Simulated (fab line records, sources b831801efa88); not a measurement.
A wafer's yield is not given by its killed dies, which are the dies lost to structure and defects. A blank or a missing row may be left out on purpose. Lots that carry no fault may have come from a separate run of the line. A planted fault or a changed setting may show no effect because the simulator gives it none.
A lot that was struck, set against a sound lot | flow sky130 | 18 out of 708 route steps
Sound: these wafers, L189.3, L189.4, L189.5. Wafers L197.1, L197.2, L197.3 were the ones struck. The cause comes at the end.
Order at every step that has rows: each side's tool, ch and its chambers, its first start. Under that, the readings that differ: sound wafers | struck wafers | difference of the means | sigmas: that difference in standard deviations of wafers without a fault.
alike: words and numbers the same on both sides, and readings whose means are apart by under 2 such deviations; not compared: readings that were withheld, readings missing a value for some wafer, numbers with overlapping values and no deviation given by the record, and bounds like >300 which may hide the same value.
Wherever a step has rows on one side only, a row that says differs or no value, or a row with sigmas, the two part there. Non-overlapping numbers with no deviation appear without sigmas and do not part them. Lack of a reading on every wafer of one side parts them only where that side has two or more wafers.

first, 5 steps without rows for these wafers: SKY_VIA4_COAT_06 (resist thk 1140 nm); SKY_VIA4_SOFTBAKE_07 (time 60 s); SKY_VIA4_EXPOSE_08 (exposes mask VIM4, target cd 800 nm); SKY_VIA4_PEB_09; SKY_VIA4_DEVELOP_10 (develop time 60 s).
SKY_VIA4_OVL_MEAS_11:
  sound on overlay-01 at day 42 22:08; struck on overlay-02 at day 44 21:01
  alike: VIA4_OVL
SKY_VIA4_ETCH_12: etches SiO2 in C4F8/O2/Ar, stops on TiN, target depth 580 nm.
  sound on rie-diel-02 ch 0,3, day 42 22:09; struck on rie-diel-01 ch 0,1,3, day 44 21:02
  alike: bias-w, oes-product-au
SKY_VIA4_STRIP_13: strips in O2/N2.
  sound on plasma-asher-04 ch 0,1, day 42 22:16; struck on plasma-asher-04 ch 0,1, day 44 21:07
  alike: drypump-motor-current-A, oes-product-au, strip-time-to-endpoint-s
  not compared: rf-hours-counter-h
then, 3 steps without rows for these wafers: SKY_VIA4_STRIP_14 (strips in post etch residue remover, time 1200 s); SKY_VIA4_CLEAN_15 (cleans in IPA, time 180 s); SKY_VIA4_CLEAN_16 (cleans in O3/DIW).
SKY_VIA4_SPUTTER_17: material TiN, target thk 20 nm, time 80 s.
  sound on pvd-sputter-03 at day 42 22:49; struck on pvd-sputter-04 at day 44 21:43
  alike: throttle-valve-pct
SKY_VIA4_CVD_18: deposits W, target thk 505 nm, time 152.14 s.
  sound on cvd-w-01 ch 0,1, day 42 22:56; struck on cvd-w-02 ch 0,1, day 44 21:46
  reading                            | sound                | struck               | difference | sigmas
  heater-power-w (W)                 | 847 976 976          | 821 655 642          | -227       | -2
  susceptor-temp-C (C)               | 399.87 399.83 399.87 | 387.40 387.68 387.39 | -12.37     | -62
  model.W_of_VIA4_CVD_18.thk-nm (nm) | 509.3 501.9 510      | 410.3 403.8 407.3    | -99.9      |
SKY_VIA4_RS_MEAS_19: uses a four-point probe to measure.
  sound on film-metro-04 at day 42 23:04; struck on film-metro-04 at day 44 21:55
  reading            | sound                | struck               | difference | sigmas
  VIA4_W_RS (ohm/sq) | 0.2241 0.2278 0.2237 | 0.2794 0.2842 0.2813 | +0.0564    | +30
SKY_VIA4_THK_MEAS_20: measures by xrf.
  sound on film-metro-04 at day 42 23:10; struck on film-metro-04 at day 44 22:02
  reading         | sound       | struck      | difference | sigmas
  VIA4_W_THK (nm) | 504 496 507 | 406 401 401 | -100       | -16
SKY_VIA4_CMP_21: polishes, stops on SiO2, t overpolish 25 s, target thk 0 nm.
  sound on cmp-01 ch 0,1, day 42 23:16; struck on cmp-02 ch 0,1,2, day 44 22:06
  reading                | sound       | struck   | difference | sigmas
  time-to-endpoint-s (s) | 131 128 133 | 90 98 97 | -36        | -7
  alike: head-pressure-psi, motor-current-A, slurry-filter-dp-kPa, slurry-flow-ml-min
SKY_METAL5_SPUTTER_00: material Ti, target thk 15 nm, time 10 s.
  sound on pvd-sputter-04 at day 42 23:31; struck on pvd-sputter-04 at day 44 22:24
  alike: throttle-valve-pct
-- the record jumps here: 3 days lie between the struck wafers' starts before and after (it left off in module METAL5 and takes up again in module PAD_OPEN, whose first step shown is number 708 of the route) --
SKY_PAD_OPEN_PROBE_99:
  sound on prober-02 at day 45 20:55; struck on prober-02 at day 47 15:27
  alike: defect-limited-yield, killed_at_M0_to_M3, killed_at_M4_up, killed-at-contacts, killed-at-front-end, killed-at-other, killed-dies, killed-open, killed-short, sort_bin_3_pad_short, sort_bin_5_function, sort_bin_6_memory, sort-n-pass, sort-yield-pct

WHERE THEY PART
First at SKY_VIA4_CVD_18; last, within this record, at SKY_VIA4_CMP_21. Later steps at which nothing parts them and some readings are alike: SKY_METAL5_SPUTTER_00, SKY_PAD_OPEN_PROBE_99.

WHY: what the simulator had put in
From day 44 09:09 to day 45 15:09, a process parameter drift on cvd-w-02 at SKY_VIA4_CVD_18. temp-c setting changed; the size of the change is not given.
